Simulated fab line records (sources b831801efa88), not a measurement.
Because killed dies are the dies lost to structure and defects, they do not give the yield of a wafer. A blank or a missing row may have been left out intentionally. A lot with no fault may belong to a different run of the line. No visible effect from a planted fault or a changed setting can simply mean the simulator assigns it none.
What tool caused it?    flow sky130    36 wafers from 12 lots sampled at 5 of the route's 708 steps

WHAT THE GAUGES READ, wafer by wafer
SKY_DNWELL_TW_MEAS_09. Usual: DNWELL_TW 1121, standard deviation 6.8.
lot   measured     on            DNWELL_TW       flag
L842  day 3 16:55  filmMetro-04  1119 1115 1116  
L841  day 3 17:16  filmMetro-02  1115 1122 1121  
L845  day 4 06:16  filmMetro-03  1136 1135 1139  
L846  day 4 06:29  filmMetro-02  1121 1116 1118  
L849  day 5 01:19  filmMetro-04  1126 1121 1124  
L850  day 5 10:53  filmMetro-02  1116 1113 1121  
L852  day 5 15:52  filmMetro-03  1130 1128 1121  
L853  day 5 21:01  filmMetro-04  1126 1131 1133  
L859  day 7 12:34  filmMetro-03  1117 1116 1120  
L860  day 7 16:09  filmMetro-03  1114 1115 1123  
L861  day 7 18:02  filmMetro-02  1122 1128 1122  
L864  day 8 14:58  filmMetro-03  1119 1124 1123  

SKY_VT_ADJUST_LVTN_TW_MEAS_21. Usual: VT_ADJUST_LVTN_2_TW 189.4, standard deviation 2.8.
lot   measured      on            VT_ADJUST_LVTN_2_TW  flag
L842  day 8 10:06   filmMetro-01  185.5 186.0 186.1    
L841  day 8 10:37   filmMetro-04  191.9 193.2 192.4    
L845  day 9 00:03   filmMetro-03  189.0 189.5 189.3    
L846  day 9 02:26   filmMetro-03  188.8 188.8 188.5    
L849  day 10 02:26  filmMetro-03  190.5 190.0 189.6    
L850  day 10 14:31  filmMetro-03  189.5 189.5 189.5    
L852  day 10 20:46  filmMetro-03  189.3 189.8 188.3    
L853  day 11 03:10  filmMetro-03  189.9 190.0 190.6    
L859  day 13 06:39  filmMetro-01  185.8 185.8 185.6    
L860  day 13 11:12  filmMetro-04  189.7 190.5 190.2    
L861  day 13 15:34  filmMetro-03  189.9 189.0 190.2    
L864  day 14 16:06  filmMetro-04  193.5 192.5 191.6    

SKY_SONOS_ONO_THK_MEAS_01. Usual: SONOS_ONO_OXIDATION_THK 2.57 nm, standard deviation 0.056.
lot   measured      on            SONOS_ONO_OXIDATION_THK (nm)   flag
L842  day 12 07:09  filmMetro-02  2.57 2.52 2.58                 
L841  day 12 10:01  filmMetro-03  2.64 2.56 2.67                 
L845  day 12 23:47  filmMetro-03  2.52 2.52 2.60                 
L846  day 13 05:34  filmMetro-03  2.60 2.60 2.53                 
L849  day 14 07:49  filmMetro-02  3.13 3.17 3.23 3.17 3.21 3.20  OFF
L850  day 14 23:47  filmMetro-02  2.67 2.64 2.61                 
L852  day 15 03:26  filmMetro-03  3.16 3.15 3.19 3.19 3.09 3.12  OFF
L853  day 15 12:14  filmMetro-01  2.61 2.59 2.63                 
L859  day 17 20:25  filmMetro-03  2.61 2.52 2.55                 
L860  day 18 07:26  filmMetro-02  2.49 2.54 2.57                 
L861  day 18 11:44  filmMetro-02  2.57 2.49 2.52                 
L864  day 19 13:58  filmMetro-03  2.57 2.56 2.59                 

SKY_GATE_OXIDE_TW_MEAS_14. Usual: GATE_OXIDE_TW 225.9, standard deviation 2.
lot   measured      on            GATE_OXIDE_TW      flag
L842  day 14 16:10  filmMetro-02  223.4 223.9 224.7  
L841  day 14 19:58  filmMetro-03  226.2 225.6 226.4  
L845  day 15 09:14  filmMetro-04  228.2 230.1 229.5  
L846  day 15 15:39  filmMetro-04  229.6 229.2 229.1  
L849  day 16 20:04  filmMetro-02  223.7 223.8 223.7  
L850  day 17 11:55  filmMetro-04  227.4 228.2 227.5  
L852  day 17 17:11  filmMetro-02  227.0 225.7 226.0  
L853  day 18 02:53  filmMetro-03  226.6 226.7 226.2  
L859  day 20 15:41  filmMetro-03  227.8 227.1 227.4  
L860  day 21 02:23  filmMetro-03  224.0 225.8 224.4  
L861  day 21 08:04  filmMetro-03  225.7 225.5 225.0  
L864  day 22 07:37  filmMetro-04  229.1 228.4 229.0  

WHAT TOOL EACH LOT RAN ON (gives the tool, then ch and the chambers of the sampled wafers, and finally the start)
lot   SKY_SONOS_ONO_OXIDATION_00
L842  furnace-02 ch 0, day 12 05:47
L841  furnace-02 ch 0, day 12 08:39
L845  furnace-01 ch 0, day 12 22:26
L846  furnace-01 ch 0, day 13 04:13
L849  furnace-01 ch 0, day 14 06:28
L850  furnace-02 ch 0, day 14 22:25
L852  furnace-01 ch 0, day 15 02:05
L853  furnace-02 ch 0, day 15 10:53
L859  furnace-02 ch 0, day 17 19:04
L860  furnace-01 ch 0, day 18 06:05
L861  furnace-02 ch 0, day 18 10:22
L864  furnace-01 ch 0, day 19 12:37
- SKY_SONOS_ONO_OXIDATION_00: stabilise 600 s, purge 300 s, target thk 2.6 nm.

WHAT THE TOOLS THEMSELVES READ (means of the sampled wafers that have a number; where no wafer has one, the mark that the record gives instead)
SKY_SONOS_ONO_OXIDATION_00. Usual: rampUpCPerMin 9.9999, standard deviation 0.0017; spikeTcBottomC 816 C, standard deviation 3.4; spikeTcCentreC 801.5 C, standard deviation 1.8; spikeTcLowerC 800.9 C, standard deviation 1.1; spikeTcTopC 814 C, standard deviation 3.7; spikeTcUpperC 800.2 C, standard deviation 1.1; tubeCenterTempC 800 C, standard deviation 0.079; tube_center_temp_C_max 802.0, standard deviation 0.33; zonePowerBottomPct 21.7 %, standard deviation 1.6; zonePowerUpperPct 14.6 %, standard deviation 1.4.
lot   tool        rampUpCPerMin  spikeTcBottomC (C)  spikeTcCentreC (C)  spikeTcLowerC (C)  spikeTcTopC (C)  spikeTcUpperC (C)  tubeCenterTempC (C)  tube_center_temp_C_max  zonePowerBottomPct (%)  zonePowerUpperPct (%)  flag
L842  furnace-02  9.9994         814                 801.6               801.4              812              800.0              800                  802.1                   22.8                    13.5                   
L841  furnace-02  9.9992         813                 802.3               799.8              812              800.7              800                  801.8                   22.7                    13.7                   
L845  furnace-01  9.9984         821                 799.0               801.2              819              800.1              800                  802.2                   19.3                    16.5                   
L846  furnace-01  10.0000        822                 799.4               801.6              820              800.1              800                  802.1                   19.4                    16.4                   
L849  furnace-01  9.9969         835                 814.1               816.3              834              816.2              815                  816.8                   20.2                    17.1                   OFF
L850  furnace-02  10.0001        813                 802.1               799.8              812              800.2              800                  801.9                   22.8                    13.7                   
L852  furnace-01  9.9996         837                 814.3               816.8              834              816.6              815                  817.0                   20.2                    17.2                   OFF
L853  furnace-02  9.9998         813                 802.3               801.3              812              799.7              800                  801.9                   22.8                    13.6                   
L859  furnace-02  10.0004        814                 802.8               800.5              812              799.4              800                  802.2                   23.1                    13.6                   
L860  furnace-01  10.0000        821                 799.3               800.8              820              800.7              800                  801.9                   19.6                    16.6                   
L861  furnace-02  9.9999         814                 802.8               800.9              811              799.7              800                  802.1                   23.1                    13.5                   
L864  furnace-01  10.0009        820                 799.1               800.8              819              801.0              800                  801.9                   19.3                    16.4                   

THE ANSWER, worked out from the rows above alone
Rule: a lot counts as off when the mean over its wafers that have a number is more than 3 standard deviations away from the usual mean. A lot without any number at a reading at which 4 lots or more have one is off too. The other lots that the step has rows for count as sound. The gauges are gone through in route order, then the tools' own readings, and for those a lot's mean is taken as printed above. The first step at which some lot is off is used, and at that step the reading that is off furthest; a lot without a number counts as furthest.
Off: L849, L852, at SKY_SONOS_ONO_THK_MEAS_01 (SONOS_ONO_OXIDATION_THK).
A tool fits if, at a process step before that reading, it ran every lot that is off, and no sound lot after the first of them. Not tried: the gauges at SKY_SONOS_ONO_THK_MEAS_01; whatever is off there is also off at SKY_SONOS_ONO_OXIDATION_00, on other tools, and gauge error can't account for it. Not one of the candidates tried fits.

WHAT HAD BEEN PUT IN BY THE SIMULATOR
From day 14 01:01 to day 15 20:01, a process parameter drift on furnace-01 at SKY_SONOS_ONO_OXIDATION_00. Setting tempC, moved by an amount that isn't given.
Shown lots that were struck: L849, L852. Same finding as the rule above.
